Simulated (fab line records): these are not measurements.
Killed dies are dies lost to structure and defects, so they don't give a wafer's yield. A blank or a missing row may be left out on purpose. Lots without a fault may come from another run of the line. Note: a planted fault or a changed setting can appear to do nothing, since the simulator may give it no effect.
Which tool was responsible? + flow sky130 + route of 708 steps, sampled at 1 step: 24 lots, 72 wafers

## WHAT THE GAUGES READ, wafer by wafer
SKY_FIELD_ISO_THK_MEAS_23. Usual: FIELD_ISO_OXIDATION_01_THK gives 10.04 nm (standard deviation 0.19).
| lot  | measured    | on            | FIELD_ISO_OXIDATION_01_THK (nm) | flag |
|------|-------------|---------------|---------------------------------|------|
| L074 | day 2 05:16 | film-metro-03 | 10.12 10.21 10.04               |      |
| L075 | day 2 15:41 | film-metro-01 | 10.10 10.31 10.50               |      |
| L076 | day 2 20:21 | film-metro-01 | 9.81 10.00 9.74                 |      |
| L077 | day 3 00:14 | film-metro-04 | 10.12 10.14 10.01               |      |
| L078 | day 3 03:32 | film-metro-03 | 9.73 9.65 9.60                  |      |
| L079 | day 3 11:12 | film-metro-03 | 9.92 10.03 9.97                 |      |
| L080 | day 3 18:47 | film-metro-01 | 10.27 10.20 10.07               |      |
| L081 | day 3 18:47 | film-metro-03 | 10.26 10.11 10.13               |      |
| L082 | day 4 02:52 | film-metro-04 | 9.91 9.98 10.14                 |      |
| L083 | day 4 07:29 | film-metro-03 | 10.43 10.36 10.26               |      |
| L085 | day 4 16:40 | film-metro-01 | 10.02 10.04 10.13               |      |
| L084 | day 4 17:50 | film-metro-01 | 9.91 9.88 9.82                  |      |
| L086 | day 4 23:30 | film-metro-01 | 10.20 10.28 10.46               |      |
| L087 | day 5 04:07 | film-metro-03 | 9.85 10.28 10.00                |      |
| L088 | day 5 10:21 | film-metro-04 | 9.71 9.72 9.69                  |      |
| L089 | day 5 14:26 | film-metro-03 | 9.78 9.88 9.71                  |      |
| L090 | day 5 19:07 | film-metro-04 | 9.97 10.00 10.04                |      |
| L091 | day 6 00:43 | film-metro-01 | 9.99 9.86 9.87                  |      |
| L092 | day 6 03:24 | film-metro-01 | 10.01 9.86 10.07                |      |
| L093 | day 6 09:10 | film-metro-03 | 9.98 9.89 9.87                  |      |
| L094 | day 6 17:20 | film-metro-03 | 10.08 9.94 10.17                |      |
| L095 | day 7 01:42 | film-metro-04 | 10.35 10.32 10.29               |      |
| L096 | day 7 07:08 | film-metro-04 | 10.01 9.96 9.99                 |      |
| L097 | day 7 07:08 | film-metro-03 | 10.16 10.41 10.04               |      |

## WHAT TOOL EACH LOT RAN ON (gives the tool, then ch and the chambers of the sampled wafers, and finally the start)
The record shows no process step preceding these readings.

## WHAT THE TOOLS THEMSELVES READ (means of the sampled wafers that have a number; where no wafer has one, the mark that the record gives instead)
The record holds no such reading with a usual standard deviation.

## THE ANSWER, worked out from the rows above alone
Rule: a lot counts as off when the mean over its wafers that have a number is more than 3 standard deviations away from the usual mean. Also off: a lot with no number at a reading for which 4 or more lots have one. The other lots that the step has rows for count as sound. After the gauges, taken in route order, come the tools' own readings; for these a lot's mean is taken, as printed above. The first step at which some lot is off is used, and at that step the reading that is off furthest; a lot without a number counts as furthest.
None of the lots is off at any reading shown; this tells nothing.

## WHAT WAS PUT IN BY THE SIMULATOR
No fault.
